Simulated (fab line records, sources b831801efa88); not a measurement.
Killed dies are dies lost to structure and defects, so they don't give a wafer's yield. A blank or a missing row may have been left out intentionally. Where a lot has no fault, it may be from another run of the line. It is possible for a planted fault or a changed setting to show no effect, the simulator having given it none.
8D (eight disciplines) problem report, filled in by code ; flow gf180mcu ; the parts of the form that need people (team, actions taken, sign-off) are left out

## 1. THE PROBLEM
cathodeDcPowerW at GF_M1_SPUTTER_01 reads a mean of 6334.1 W on 1 wafer of 1 lot; wafers without a fault read 6500.1 W with a standard deviation of 1.2. So: -99 or more standard deviations from the usual mean.
The step: material TiN, target thk 30 nm, time 25 s.
The first sign was on wafer L561.6 at day 21 21:40, on pvdSputter-02. At this step, 15 wafers from 5 lots have a number in the record. Rule for "out" (also "out of limits"): further than 4 standard deviations from the usual mean. Any other wafer with a number is counted as sound.

## 2. WHAT THIS IS AND IS NOT
question;is;is not
which readings at this step;cathodeDcPowerW;throttleValvePct
which lots;L561;L548, L549, L569, L570
which wafers of those lots;L561.6;L561.3, L561.4
read on which tools;pvdSputter-02;pvdSputter-01, pvdSputter-04
when;from day 21 21:40;"up to then (8 sound wafers); but 6 sound wafers of L569, L570 came after"

## 3. SUSPECTS, AND WHAT RULES EACH OUT
Counting: a tool at a process step up to the reading stays a suspect if it ran every lot that is out. Sound lots after the first of them don't rule it out here, since some wafers of a struck lot are sound.
- rieDiel-03 at GF_CONTACT_ETCH_17 (etches SiO2 in C4F8/O2/Ar, stops on CoSi2, target depth 860 nm): kept. It ran the lot that is out, L561 (day 21 20:38); its last sound lot up to then is L548 (day 16 09:29). GF_CONTACT_ETCH_17 gives no start for some lots, so the hours and the order of its lots are those of GF_CONTACT_STRIP_18.
- plasmaAsher-01 at GF_CONTACT_STRIP_18 (strips in O2/N2): kept. It ran the lot that is out, L561 (day 21 20:38); its last sound lot up to then is L548 (day 16 09:29).
- cvdW-01 at GF_CONTACT_CVD_24 (deposits W, target thk 300 nm, time 90.339 s): kept. It ran the lot that is out, L561 (day 21 21:02); its last sound lot up to then is L549 (day 17 06:01).
- pvdSputter-02 at GF_M1_SPUTTER_00 (material Ti, target thk 37.5 nm, time 150 s): kept. It ran the lot that is out, L561 (day 21 21:34); its last sound lot up to then is L549 (day 17 06:36).
- pvdSputter-02 at GF_M1_SPUTTER_01 (material TiN, target thk 30 nm, time 25 s): kept. It ran the lot that is out, L561 (day 21 21:40); its last sound lot up to then is L549 (day 17 06:42). Out on those wafers are its own readings of cathodeDcPowerW.
Left after counting: rieDiel-03 at GF_CONTACT_ETCH_17, plasmaAsher-01 at GF_CONTACT_STRIP_18, cvdW-01 at GF_CONTACT_CVD_24, pvdSputter-02 at GF_M1_SPUTTER_00, pvdSputter-02 at GF_M1_SPUTTER_01.

## 4. THE CAUSE (what the simulator had put in)
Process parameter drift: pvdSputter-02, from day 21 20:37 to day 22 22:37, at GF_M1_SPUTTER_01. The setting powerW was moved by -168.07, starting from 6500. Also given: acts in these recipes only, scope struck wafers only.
Counting left 5 suspects, and this tool is among them.

## 5. THE CHAIN OF EFFECTS, in route order
Each row: a reading where the mean over the struck wafers with a number is more than 3 standard deviations away from the usual. Only readings for which the record gives a usual standard deviation are gone through. hours: the time from each lot's start at the first step in this table that gives one to its start at this step, as a median over the lots. sigmas: the change in usual standard deviations.
hours;step;reading;usual;on struck wafers;change;sigmas
0;GF_M1_SPUTTER_01;cathodeDcPowerW;6500.1 W;6334.1;-166.0;-99 or more
The process steps in it:
- GF_M1_SPUTTER_01: material TiN, target thk 30 nm, time 25 s.

## 6. WHAT WOULD HAVE CAUGHT IT SOONER
In this record the first reading out of limits was taken at day 21 21:40, 1 hour after the fault began at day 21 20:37.
